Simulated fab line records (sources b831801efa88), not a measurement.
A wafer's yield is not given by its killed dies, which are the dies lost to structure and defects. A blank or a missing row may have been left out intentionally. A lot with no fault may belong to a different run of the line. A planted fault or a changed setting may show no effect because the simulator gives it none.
fab line records -- flow sfq_line
record lots=7, wafers=21, last_day=94
route steps=325 shown M4@152 I4@163 JJ@178
lots with no fault: from the same line, run without faults
start_h: start of the lot's first displayed wafer, in hours after the record's first day -- wait_h: how many hours have passed since the lot's step before this one -- " identical to the entry in the row above -- L1.1+2: a row that stands for several wafers -- - no value, or no start was given -- * or withheld: withheld -- < > ~ a bound
route shown NAME@n: names a module that has steps shown in the file, with the first one's number in the route -- usual: mean/standard deviation taken from wafers without a fault -- same: alike in all rows -- chamber/n: place in a boat -- sites: readings site by site -- _std_site: the values' standard deviation -- _edge_site: the outer-site mean with the inner-site mean subtracted -- radius_mm: for every site, how far away it sits from the centre of the wafer -- mask NAME#n: copy n -- behind: the most recent tool/chamber to have shaped the wafer -- hold: reason for holding the lot/hours on hold/outcome of the hold -- device: the n, p or np transistor that did not switch -- end of line: the tests these same wafers got at the end of their route -- a step without rows: its recipe alone -- killed: at the first sort, the dies lost to defects and structure; wafer yield is something else -- map: dies across one wafer; x = killed, . = not, _ = none there
set.NAME: setting as actually run; set.NAME@STEP: the setting as run at that earlier step -- model.NAME: the simulator's own value behind a step, which no gauge read
certain route steps with their lots: each step a table, each wafer a row
services: a tool's chamber out of use, with start hour (start_h, from the record's first day; less than 0 if before it), hours out, and reason
## steps
# step SFQ_TRILAYER_M4_LITHO_COAT_098
# recipe resist=BARC, spin_rpm=3000, resist_thk_nm=62
# step SFQ_TRILAYER_M4_LITHO_COAT_093
# recipe resist=KrF, spin_rpm=3000, resist_thk_nm=600
# step SFQ_TRILAYER_M4_LITHO_SOFTBAKE_097
# recipe temp_c=withheld, time_s=withheld, resist=KrF
# step SFQ_TRILAYER_M4_LITHO_EXPOSE_094
# recipe mask_id=M4, na=0.6, source_shape=conventional, sigma_outer=0.65, target_cd_nm=500, dose_mj=14.4
# step SFQ_TRILAYER_M4_LITHO_PEB_096
# recipe peb_temp_c=115, peb_time_s=60, resist=KrF
# step SFQ_TRILAYER_M4_LITHO_DEVELOP_095
# recipe time_s=60, resist=KrF
# step SFQ_M4_OVL_MEAS_926
# usual M4_OVL=0/6
lot.wafer,tool,chamber,start_h,wait_h,M4_OVL[nm]
L839.2,overlay-02,-,1351.10,0.1,-9
L839.4,overlay-02,-,1351.10,0.1,-7
L839.6,overlay-02,-,1351.10,0.1,-5
L840.1,overlay-01,-,1397.69,0.1,-4
L840.2,overlay-01,-,1397.69,0.1,4
L840.5,overlay-01,-,1397.69,0.1,2
L844.4,overlay-01,-,1409.71,0.1,9
L844.5,overlay-01,-,1409.71,0.1,6
L844.6,overlay-01,-,1409.71,0.1,6
L852.2,overlay-02,-,1457.82,0.1,6
L852.5,overlay-02,-,1457.82,0.1,3
L852.6,overlay-02,-,1457.82,0.1,2
L853.1,overlay-01,-,1466.22,0.1,-9
L853.2,overlay-01,-,1466.22,0.1,-12
L853.4,overlay-01,-,1466.22,0.1,-5
L854.1,overlay-01,-,1471.02,0.1,0
L854.5,overlay-01,-,1471.02,0.1,-5
L854.6,overlay-01,-,1471.02,0.1,-8
L855.4,overlay-02,-,1479.56,0.1,10
L855.5,overlay-02,-,1479.56,0.1,5
L855.6,overlay-02,-,1479.56,0.1,4
# step SFQ_TRILAYER_M4_BARC_OPEN_METAL_ETCH_123
# recipe mask_material=PR, chemistry=O2, target_depth_nm=125, target=BARC, icp_w=600, bias_w=80, pressure_mtorr=10, time_s=41.7
# usual drypump_motor_current_A=5.5/0.39, oes_product_au=0.685/0.0045
lot.wafer,tool,chamber,start_h,wait_h,drypump_motor_current_A,oes_product_au,rf_hours_counter_h
L839.2,rie_metal-04,1,1351.13,0.0,5.2,0.679,1
L839.4,rie_metal-04,0,1351.13,0.0,5.2,0.682,-
L839.6,rie_metal-04,1,1351.13,0.0,5.2,0.681,-
L840.1,rie_metal-04,0,1397.73,0.0,5.2,0.687,3
L840.2,rie_metal-04,1,1397.73,0.0,5.2,0.685,7
L840.5,rie_metal-04,0,1397.73,0.0,5.3,0.674,-
L844.4,rie_metal-02,1,1409.75,0.0,6.4,0.689,-
L844.5,rie_metal-02,1,1409.75,0.0,6.4,0.691,-
L844.6,rie_metal-02,0,1409.75,0.0,5.3,0.696,-
L852.2,rie_metal-02,1,1457.85,0.0,6.4,0.677,15
L852.5,rie_metal-02,0,1457.85,0.0,5.3,0.683,-
L852.6,rie_metal-02,1,1457.85,0.0,6.4,0.685,-
L853.1,rie_metal-03,0,1466.25,0.0,5.5,0.685,49
L853.2,rie_metal-03,1,1466.25,0.0,5.8,0.688,20
L853.4,rie_metal-03,1,1466.25,0.0,5.8,0.682,-
L854.1,rie_metal-04,1,1471.05,0.0,5.2,0.679,18
L854.5,rie_metal-04,1,1471.05,0.0,5.2,0.682,-
L854.6,rie_metal-04,0,1471.05,0.0,5.3,0.683,-
L855.4,rie_metal-02,1,1479.60,0.0,6.5,0.687,-
L855.5,rie_metal-02,1,1479.60,0.0,6.4,0.694,-
L855.6,rie_metal-02,0,1479.60,0.0,5.3,0.689,-
# step SFQ_TRILAYER_M4_ETCH_METAL_ETCH_096
# recipe target=Nb, stop_on=SiO2, mask_material=PR, chemistry=Cl2/Ar, target_depth_nm=240, icp_w=600, bias_w=80, pressure_mtorr=10, time_s=120
# step SFQ_TRILAYER_M4_STRIP_STRIP_097
# recipe gas=O2, power_w=200, platen_temp_c=40, overash_fraction=0.65, chemistry=O2, pressure_mtorr=50
# step SFQ_TRILAYER_M4_STRIP_SOLV_CLEAN_098
# recipe chemistry=NMP, temp_c=70, time_s=600
# step SFQ_TRILAYER_I4_DEP_PECVD_099
# recipe material=SiO2, temp_c=150, time_s=111.11, pressure_torr=2.4, rf_w=183.3, precursor=SiH4/N2O, target_thk_nm=500
# usual chamber_pressure_Torr=2.400/0.0051, heater_power_outer_w=33/9.4, heater_power_w=93/12, throttle_valve_pct=25.1/1.7
lot.wafer,tool,chamber,start_h,wait_h,chamber_pressure_Torr,heater_power_outer_w,heater_power_w,throttle_valve_pct
L839.2,pecvd-04,2,1352.09,0.0,2.392,45,105,22.6
L839.4,pecvd-04,1,1352.09,0.0,2.395,18,73,24.8
L839.6,pecvd-04,0,1352.09,0.0,2.401,42,106,23.9
L840.1,pecvd-01,1,1398.69,0.0,2.390,40,100,28.3
L840.2,pecvd-01,0,1398.69,0.0,2.403,23,84,25.2
L840.5,pecvd-01,2,1398.69,0.0,2.397,39,105,25.9
L844.4,pecvd-01,2,1410.90,0.0,2.395,42,106,25.9
L844.5,pecvd-01,0,1410.90,0.0,2.396,20,77,25.3
L844.6,pecvd-01,1,1410.90,0.0,2.399,40,101,28.3
L852.2,pecvd-01,2,1458.83,0.0,-,-,-,-
L852.5,pecvd-01,2,1458.83,0.0,-,-,-,-
L852.6,pecvd-01,0,1458.83,0.0,-,-,-,-
L853.1,pecvd-03,2,1467.21,0.0,-,-,-,-
L853.2,pecvd-03,1,1467.21,0.0,-,-,-,-
L853.4,pecvd-03,0,1467.21,0.0,-,-,-,-
L854.1,pecvd-01,0,1472.01,0.0,-,-,-,-
L854.5,pecvd-01,1,1472.01,0.0,-,-,-,-
L854.6,pecvd-01,2,1472.01,0.0,-,-,-,-
L855.4,pecvd-03,1,1480.58,0.0,2.391,34,86,23.3
L855.5,pecvd-03,0,1480.58,0.0,2.400,46,105,25.0
L855.6,pecvd-03,2,1480.58,0.0,2.399,25,80,22.6
# step SFQ_TRILAYER_I4_CMP_CMP_100
# recipe material=SiO2, down_force_psi=3, platen_rpm=60, pad_velocity_m_s=0.94248
# usual motor_current_A=10.2/0.98, retaining_ring_pressure_frac=1.000/0.0049, time_to_endpoint_s=218/8.9
lot.wafer,tool,chamber,start_h,wait_h,motor_current_A,retaining_ring_pressure_frac,time_to_endpoint_s
L839.4,cmp-02,2,1352.17,0.0,11.0,0.998,214
L839.2,cmp-02,1,1353.67,1.5,10.2,0.996,230
L839.6,cmp-02,2,1353.67,1.5,11.2,1.001,213
L840.1,cmp-02,0,1402.19,3.5,7.9,0.995,213
L840.2,cmp-02,1,1402.19,3.5,10.8,0.993,217
L840.5,cmp-02,0,1404.19,5.4,8.5,1.003,228
L844.4,cmp-01,3,1420.87,9.9,9.9,0.996,217
L844.6,cmp-01,2,1422.37,11.4,10.3,1.000,211
L844.5,cmp-01,3,1422.37,11.4,9.9,1.007,213
L852.2,cmp-01,1,1475.25,16.4,9.8,0.997,-
L852.6,cmp-01,1,1477.25,18.3,9.9,0.996,-
L852.5,cmp-01,2,1477.25,18.3,9.7,1.001,-
L853.1,cmp-02,2,1480.44,13.2,11.0,1.000,-
L853.2,cmp-02,0,1481.44,14.2,7.8,0.999,-
L853.4,cmp-02,1,1481.44,14.2,10.5,0.995,-
L854.1,cmp-02,2,1483.44,11.4,11.2,1.009,-
L854.5,cmp-02,2,1485.44,13.3,11.9,1.006,-
L854.6,cmp-02,3,1485.44,13.3,10.9,0.996,-
L855.4,cmp-02,2,1486.44,5.8,10.7,1.000,204
L855.6,cmp-02,2,1488.44,7.8,11.2,0.998,212
L855.5,cmp-02,3,1488.44,7.8,10.2,1.001,228
# step SFQ_I4_BOW_MEAS_927
# recipe mode=bow
# usual I4_BOW=4/9.1
lot.wafer,tool,chamber,start_h,wait_h,I4_BOW[um]
L839.2,film_metro-01,-,1355.19,1.0,-3
L839.4,film_metro-01,-,1355.19,1.0,-5
L839.6,film_metro-01,-,1355.19,1.0,-7
L840.1,film_metro-02,-,1404.69,2.0,9
L840.2,film_metro-02,-,1404.69,2.0,6
L840.5,film_metro-02,-,1404.69,2.0,2
L844.4,film_metro-02,-,1423.43,2.1,9
L844.5,film_metro-02,-,1423.43,2.1,5
L844.6,film_metro-02,-,1423.43,2.1,9
L852.2,film_metro-02,-,1478.27,2.5,-3
L852.5,film_metro-02,-,1478.27,2.5,-4
L852.6,film_metro-02,-,1478.27,2.5,-7
L853.1,film_metro-04,-,1483.44,2.5,14
L853.2,film_metro-04,-,1483.44,2.5,11
L853.4,film_metro-04,-,1483.44,2.5,7
L854.1,film_metro-01,-,1486.44,2.5,12
L854.5,film_metro-01,-,1486.44,2.5,14
L854.6,film_metro-01,-,1486.44,2.5,13
L855.4,film_metro-01,-,1489.50,2.6,11
L855.5,film_metro-01,-,1489.50,2.6,13
L855.6,film_metro-01,-,1489.50,2.6,7
# step SFQ_TRILAYER_I4_METRO_MEASURE_101
lot.wafer,tool,chamber,start_h,wait_h
L839.2+4+6,film_metro-01,-,1355.49,0.3
L840.1+2+5,film_metro-02,-,1404.81,0.1
L844.4+5+6,film_metro-02,-,1424.09,0.6
L852.2+5+6,film_metro-02,-,1478.57,0.3
L853.1+2+4,film_metro-04,-,1483.56,0.1
L854.1+5+6,film_metro-01,-,1486.56,0.1
L855.4+5+6,film_metro-01,-,1490.16,0.6
# step SFQ_TRILAYER_I4_VIA_LITHO_COAT_108
# recipe resist=BARC, spin_rpm=3000, resist_thk_nm=62
# step SFQ_TRILAYER_I4_VIA_LITHO_COAT_103
# recipe resist=KrF, spin_rpm=3000, resist_thk_nm=650
# step SFQ_TRILAYER_I4_VIA_LITHO_SOFTBAKE_107
# recipe temp_c=withheld, time_s=withheld, resist=KrF
# step SFQ_TRILAYER_I4_VIA_LITHO_EXPOSE_104
# recipe mask_id=I4, na=0.6, source_shape=conventional, sigma_outer=0.65, target_cd_nm=700, dose_mj=21.3
# step SFQ_TRILAYER_I4_VIA_LITHO_PEB_106
# recipe peb_temp_c=115, peb_time_s=60, resist=KrF
# step SFQ_TRILAYER_I4_VIA_LITHO_DEVELOP_105
# recipe time_s=60, resist=KrF
# step SFQ_I4_OVL_MEAS_928
# usual I4_OVL=3/5.7
lot.wafer,tool,chamber,start_h,wait_h,I4_OVL[nm]
L839.2,overlay-01,-,1472.22,0.1,-6
L839.4,overlay-01,-,1472.22,0.1,-2
L839.6,overlay-01,-,1472.22,0.1,-6
L840.1,overlay-02,-,1512.07,0.1,9
L840.2,overlay-02,-,1512.07,0.1,-4
L840.5,overlay-02,-,1512.07,0.1,4
L844.4,overlay-01,-,1528.89,0.1,8
L844.5,overlay-01,-,1528.89,0.1,-5
L844.6,overlay-01,-,1528.89,0.1,10
L852.2,overlay-01,-,1575.92,0.1,-5
L852.5,overlay-01,-,1575.92,0.1,13
L852.6,overlay-01,-,1575.92,0.1,-3
L853.1,overlay-02,-,1581.92,0.1,4
L853.2,overlay-02,-,1581.92,0.1,17
L853.4,overlay-02,-,1581.92,0.1,16
L854.1,overlay-01,-,1585.52,0.1,10
L854.5,overlay-01,-,1585.52,0.1,7
L854.6,overlay-01,-,1585.52,0.1,-2
L855.4,overlay-02,-,1590.34,0.1,-7
L855.5,overlay-02,-,1590.34,0.1,-2
L855.6,overlay-02,-,1590.34,0.1,-5
# step SFQ_TRILAYER_I4_VIA_BARC_OPEN_VIA_ETCH_146
# recipe mask_material=PR, chemistry=O2, target_depth_nm=125, target=BARC, source_w=500, bias_w=80, pressure_mtorr=30, time_s=41.7
# step SFQ_TRILAYER_I4_VIA_ETCH_VIA_ETCH_106
# recipe target=SiO2, stop_on=Nb, mask_material=PR, taper_deg=20, chemistry=CHF3, target_depth_nm=260, source_w=500, bias_w=80, pressure_mtorr=30, time_s=withheld
# usual drypump_motor_current_A=5.5/0.35, oes_product_au=0.855/0.0051
lot.wafer,tool,chamber,start_h,wait_h,drypump_motor_current_A,oes_product_au,model.etch.depth_nm
L839.2,rie_diel-01,3,1472.29,0.0,5.6,0.855,200.1
L839.4,rie_diel-01,2,1472.29,0.0,6.3,0.852,197.1
L839.6,rie_diel-01,0,1472.29,0.0,5.6,0.846,197.5
L840.1,rie_diel-04,3,1512.14,0.0,5.4,0.857,201.3
L840.2,rie_diel-04,2,1512.14,0.0,5.0,0.860,202.2
L840.5,rie_diel-04,0,1512.14,0.0,5.0,0.859,201.7
L844.4,rie_diel-01,3,1528.94,0.0,5.6,0.861,201.4
L844.5,rie_diel-01,2,1528.94,0.0,6.3,0.852,199.6
L844.6,rie_diel-01,1,1528.94,0.0,5.3,0.858,200
L852.2,rie_diel-03,3,1575.99,0.0,5.3,0.379,0
L852.5,rie_diel-03,2,1575.99,0.0,5.7,0.376,0
L852.6,rie_diel-03,1,1575.99,0.0,5.6,0.377,0
L853.1,rie_diel-01,0,1581.99,0.0,5.7,0.376,0
L853.2,rie_diel-01,2,1581.99,0.0,6.3,0.375,0
L853.4,rie_diel-01,3,1581.99,0.0,5.6,0.370,0
L854.1,rie_diel-03,2,1585.59,0.0,5.7,0.379,0
L854.5,rie_diel-03,1,1585.59,0.0,5.6,0.373,0
L854.6,rie_diel-03,2,1585.59,0.0,5.7,0.374,0
L855.4,rie_diel-03,1,1590.39,0.0,5.6,0.854,200.6
L855.5,rie_diel-03,0,1590.39,0.0,5.6,0.857,201.7
L855.6,rie_diel-03,3,1590.39,0.0,5.3,0.853,199.9
# step SFQ_TRILAYER_I4_VIA_STRIP_STRIP_107
# recipe gas=O2, power_w=200, platen_temp_c=40, overash_fraction=0.65, chemistry=O2, pressure_mtorr=50
# usual drypump_motor_current_A=5.35/0.16, oes_product_au=1.002/0.0095
lot.wafer,tool,chamber,start_h,wait_h,drypump_motor_current_A,oes_product_au,rf_hours_counter_h
L839.2,rie_metal-01,0,1472.41,-,5.40,1.000,58
L839.4,rie_metal-01,0,1472.41,-,5.37,1.008,-
L839.6,rie_metal-01,0,1472.41,-,5.36,0.997,-
L840.1,rie_metal-04,1,1512.26,-,5.16,1.009,22
L840.2,rie_metal-04,0,1512.26,-,5.27,1.003,18
L840.5,rie_metal-04,1,1512.26,-,5.14,1.015,-
L844.4,rie_metal-04,1,1529.26,-,5.18,1.014,-
L844.5,rie_metal-04,1,1529.26,-,5.18,1.002,-
L844.6,rie_metal-04,0,1529.26,-,5.22,1.002,-
L852.2,rie_metal-04,1,1576.11,-,5.16,0.995,31
L852.5,rie_metal-04,0,1576.11,-,5.26,0.994,-
L852.6,rie_metal-04,1,1576.11,-,5.17,0.998,-
L853.1,rie_metal-01,0,1582.11,-,5.38,0.996,70
L853.2,rie_metal-01,1,1582.11,-,5.36,1.015,6
L853.4,rie_metal-01,1,1582.11,-,5.37,1.014,-
L854.1,rie_metal-04,0,1585.71,-,5.27,0.997,26
L854.5,rie_metal-04,1,1585.71,-,5.17,1.006,-
L854.6,rie_metal-04,0,1585.71,-,5.22,0.997,-
L855.4,rie_metal-01,1,1590.71,-,5.38,1.009,-
L855.5,rie_metal-01,0,1590.71,-,5.41,0.999,-
L855.6,rie_metal-01,1,1590.71,-,5.36,1.006,-
# step SFQ_TRILAYER_I4_VIA_STRIP_SOLV_CLEAN_108
# recipe chemistry=NMP, temp_c=70, time_s=600
# step SFQ_TRILAYER_JJ_TRILAYER_DEP_PRE_CLEAN_113
# recipe gas=Ar, time_s=22.5, bias_v=250
# step SFQ_TRILAYER_JJ_TRILAYER_DEP_SPUTTER_109
# recipe material=Nb, base_pressure_pa=1.33e-06, chamber_pressure_pa=0.1333, substrate_temp_c=20, target_thk_nm=150, power_w=2000, time_s=100
# usual throttle_valve_pct=30.2/0.99
lot.wafer,tool,chamber,start_h,wait_h,throttle_valve_pct
L839.2,pvd_sputter-03,-,1473.21,0.0,31.0
L839.4,pvd_sputter-03,-,1473.21,0.0,30.0
L839.6,pvd_sputter-03,-,1473.21,0.0,31.2
L840.1,pvd_sputter-05,-,1513.06,0.0,30.8
L840.2,pvd_sputter-05,-,1513.06,0.0,31.5
L840.5,pvd_sputter-05,-,1513.06,0.0,31.0
L844.4,pvd_sputter-04,-,1529.88,0.0,29.4
L844.5,pvd_sputter-04,-,1529.88,0.0,29.3
L844.6,pvd_sputter-04,-,1529.88,0.0,29.3
L852.2,pvd_sputter-03,-,1576.91,0.0,31.1
L852.5,pvd_sputter-03,-,1576.91,0.0,31.2
L852.6,pvd_sputter-03,-,1576.91,0.0,31.1
L853.1,pvd_sputter-05,-,1582.91,0.0,30.8
L853.2,pvd_sputter-05,-,1582.91,0.0,28.1
L853.4,pvd_sputter-05,-,1582.91,0.0,31.3
L854.1,pvd_sputter-04,-,1586.51,0.0,29.2
L854.5,pvd_sputter-04,-,1586.51,0.0,30.6
L854.6,pvd_sputter-04,-,1586.51,0.0,29.8
L855.4,pvd_sputter-05,-,1591.31,0.0,28.0
L855.5,pvd_sputter-05,-,1591.31,0.0,31.0
L855.6,pvd_sputter-05,-,1591.31,0.0,31.7
# step SFQ_TRILAYER_JJ_TRILAYER_DEP_SPUTTER_110
# recipe material=Al, base_pressure_pa=1.33e-06, target_thk_nm=8, power_w=500, time_s=10, chamber_pressure_pa=0.4
# usual throttle_valve_pct=30.2/1
lot.wafer,tool,chamber,start_h,wait_h,throttle_valve_pct
L839.2,pvd_sputter-03,-,1473.28,0.0,31.0
L839.4,pvd_sputter-03,-,1473.28,0.0,29.9
L839.6,pvd_sputter-03,-,1473.28,0.0,31.2
L840.1,pvd_sputter-05,-,1513.13,0.0,30.8
L840.2,pvd_sputter-05,-,1513.13,0.0,31.5
L840.5,pvd_sputter-05,-,1513.13,0.0,30.6
L844.4,pvd_sputter-04,-,1529.95,0.0,29.3
L844.5,pvd_sputter-04,-,1529.95,0.0,29.4
L844.6,pvd_sputter-04,-,1529.95,0.0,29.4
L852.2,pvd_sputter-03,-,1576.98,0.0,30.7
L852.5,pvd_sputter-03,-,1576.98,0.0,31.2
L852.6,pvd_sputter-03,-,1576.98,0.0,31.1
L853.1,pvd_sputter-05,-,1582.98,0.0,30.8
L853.2,pvd_sputter-05,-,1582.98,0.0,27.9
L853.4,pvd_sputter-05,-,1582.98,0.0,31.5
L854.1,pvd_sputter-04,-,1586.58,0.0,29.3
L854.5,pvd_sputter-04,-,1586.58,0.0,30.5
L854.6,pvd_sputter-04,-,1586.58,0.0,29.8
L855.4,pvd_sputter-05,-,1591.38,0.0,27.9
L855.5,pvd_sputter-05,-,1591.38,0.0,31.2
L855.6,pvd_sputter-05,-,1591.38,0.0,31.4
# step SFQ_TRILAYER_JJ_TRILAYER_DEP_AL_OXIDATION_111
# recipe pressure_mbar=0.014667, oxidation_time_s=600, temperature_k=293
# step SFQ_TRILAYER_JJ_TRILAYER_DEP_SPUTTER_112
# recipe material=Nb, base_pressure_pa=1.33e-06, chamber_pressure_pa=0.1333, substrate_temp_c=20, target_thk_nm=170, power_w=2000, time_s=113.3
# step SFQ_JJ_RS_MEAS_929
# recipe thk_meas_gauge=four-point-probe, reads=Nb_of_TRILAYER_JJ_TRILAYER_DEP_SPUTTER_112
# usual JJ_NB_RS=1.049/0.012
lot.wafer,tool,chamber,start_h,wait_h,JJ_NB_RS[ohm/sq]
L839.2,film_metro-04,-,1474.40,0.1,1.046
L839.4,film_metro-04,-,1474.40,0.1,1.051
L839.6,film_metro-04,-,1474.40,0.1,1.065
L840.1,film_metro-04,-,1514.23,0.0,1.065
L840.2,film_metro-04,-,1514.23,0.0,1.054
L840.5,film_metro-04,-,1514.23,0.0,1.067
L844.4,film_metro-02,-,1531.11,0.1,1.050
L844.5,film_metro-02,-,1531.11,0.1,1.055
L844.6,film_metro-02,-,1531.11,0.1,1.055
L852.2,film_metro-02,-,1578.10,0.1,1.067
L852.5,film_metro-02,-,1578.10,0.1,1.057
L852.6,film_metro-02,-,1578.10,0.1,1.041
L853.1,film_metro-04,-,1584.08,0.0,1.066
L853.2,film_metro-04,-,1584.08,0.0,1.056
L853.4,film_metro-04,-,1584.08,0.0,1.033
L854.1,film_metro-03,-,1587.68,0.0,1.079
L854.5,film_metro-03,-,1587.68,0.0,1.074
L854.6,film_metro-03,-,1587.68,0.0,1.055
L855.4,film_metro-03,-,1592.54,0.1,1.043
L855.5,film_metro-03,-,1592.54,0.1,1.057
L855.6,film_metro-03,-,1592.54,0.1,1.045
# step SFQ_TRILAYER_JJ_CE_LITHO_COAT_119
# recipe resist=BARC, spin_rpm=3000, resist_thk_nm=62
# step SFQ_TRILAYER_JJ_CE_LITHO_COAT_114
# recipe resist=KrF, spin_rpm=3000, resist_thk_nm=600
# step SFQ_TRILAYER_JJ_CE_LITHO_SOFTBAKE_118
# recipe temp_c=withheld, time_s=withheld, resist=KrF
# step SFQ_TRILAYER_JJ_CE_LITHO_EXPOSE_115
# recipe mask_id=J5, na=0.6, source_shape=conventional, sigma_outer=0.65, target_cd_nm=700, dose_mj=14.4
# usual exposure_dose_mJ_cm2=14.400/0.013, focus_offset_nm=0.0/0.55
lot.wafer,tool,chamber,start_h,wait_h,mask,exposure_dose_mJ_cm2,focus_offset_nm
L839.2,krf_scanner-02,0,1568.62,-,J5#0,14.410,-0.2
L839.4,krf_scanner-02,0,1568.62,-,J5#0,14.390,-0.4
L839.6,krf_scanner-02,0,1568.62,-,J5#0,14.420,-0.3
L840.1,krf_scanner-02,0,1620.27,-,J5#0,14.396,-0.6
L840.2,krf_scanner-02,0,1620.27,-,J5#0,14.400,-0.4
L840.5,krf_scanner-02,0,1620.27,-,J5#0,14.411,-0.4
L844.4,krf_scanner-01,0,1637.54,-,J5#0,14.402,0.7
L844.5,krf_scanner-01,0,1637.54,-,J5#0,14.398,-0.7
L844.6,krf_scanner-01,0,1637.54,-,J5#0,14.407,0.3
L852.2,krf_scanner-01,-,1688.23,-,J5#0,-,-
L852.5,krf_scanner-01,-,1688.23,-,J5#0,-,-
L852.6,krf_scanner-01,-,1688.23,-,J5#0,-,-
L853.1,krf_scanner-01,-,1691.63,-,J5#0,-,-
L853.2,krf_scanner-01,-,1691.63,-,J5#0,-,-
L853.4,krf_scanner-01,-,1691.63,-,J5#0,-,-
L854.1,krf_scanner-01,-,1695.23,-,J5#0,-,-
L854.5,krf_scanner-01,-,1695.23,-,J5#0,-,-
L854.6,krf_scanner-01,-,1695.23,-,J5#0,-,-
L855.4,krf_scanner-01,0,1700.63,-,J5#0,14.406,0.6
L855.5,krf_scanner-01,0,1700.63,-,J5#0,14.392,-0.1
L855.6,krf_scanner-01,0,1700.63,-,J5#0,14.380,-0.2
# step SFQ_TRILAYER_JJ_CE_LITHO_PEB_117
# recipe peb_temp_c=115, peb_time_s=60, resist=KrF
## services
tool,chamber,start_h,hours,kind
cmp-02,-,1333.88,5.1,repair
rie_metal-04,-,1352.07,0.2,repair
rie_metal-04,-,1355.76,2.5,repair
krf_scanner-01,-,1365.68,1.0,pm
cmp-02,-,1373.37,2.0,repair
cmp-02,-,1387.56,2.1,repair
krf_scanner-01,-,1433.39,1.3,pm
cmp-02,-,1434.44,4.0,pm
krf_scanner-01,-,1466.88,0.2,repair
pvd_sputter-05,-,1483.52,2.3,repair
krf_scanner-01,-,1491.24,0.8,pm
krf_scanner-01,-,1505.55,4.0,pm
krf_scanner-01,-,1510.26,0.2,repair
krf_scanner-01,-,1516.48,0.3,repair
pvd_sputter-05,-,1524.43,1.0,repair
cmp-02,-,1525.92,0.9,repair
krf_scanner-01,-,1534.68,1.0,pm
rie_metal-04,0,1538.48,6.0,repair
cmp-02,-,1543.67,0.8,repair
krf_scanner-01,-,1609.34,1.3,pm
cmp-02,-,1610.01,1.9,repair
krf_scanner-01,-,1642.12,4.5,repair
cmp-02,-,1644.95,5.1,pm
rie_metal-04,0,1668.23,7.6,repair
## key
first_sign step=SFQ_TRILAYER_I4_DEP_PECVD_099, reading=tool_record, direction=missing
effect step=SFQ_TRILAYER_I4_VIA_ETCH_VIA_ETCH_106, reading=oes_product_au, direction=down, sigmas=94, usual=0.855, struck=0.375
effect step=SFQ_TRILAYER_JJ_CE_LITHO_EXPOSE_115, reading=tool_record, direction=missing
model_effect step=SFQ_TRILAYER_I4_VIA_ETCH_VIA_ETCH_106, value=etch.depth_nm, without=199.6, struck=0
met_at SFQ_TRILAYER_I4_DEP_PECVD_099
struck_wafers L852.2,L852.5,L852.6,L853.1,L853.2,L853.4,L854.1,L854.5,L854.6
onset_between 1410.90 1458.83
fault kind=skipped_step_whole, tool=pecvd-01,pecvd-03, chamber=-, onset_h=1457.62, steps=SFQ_TRILAYER_I4_DEP_PECVD_099, scope=struck_lots_only
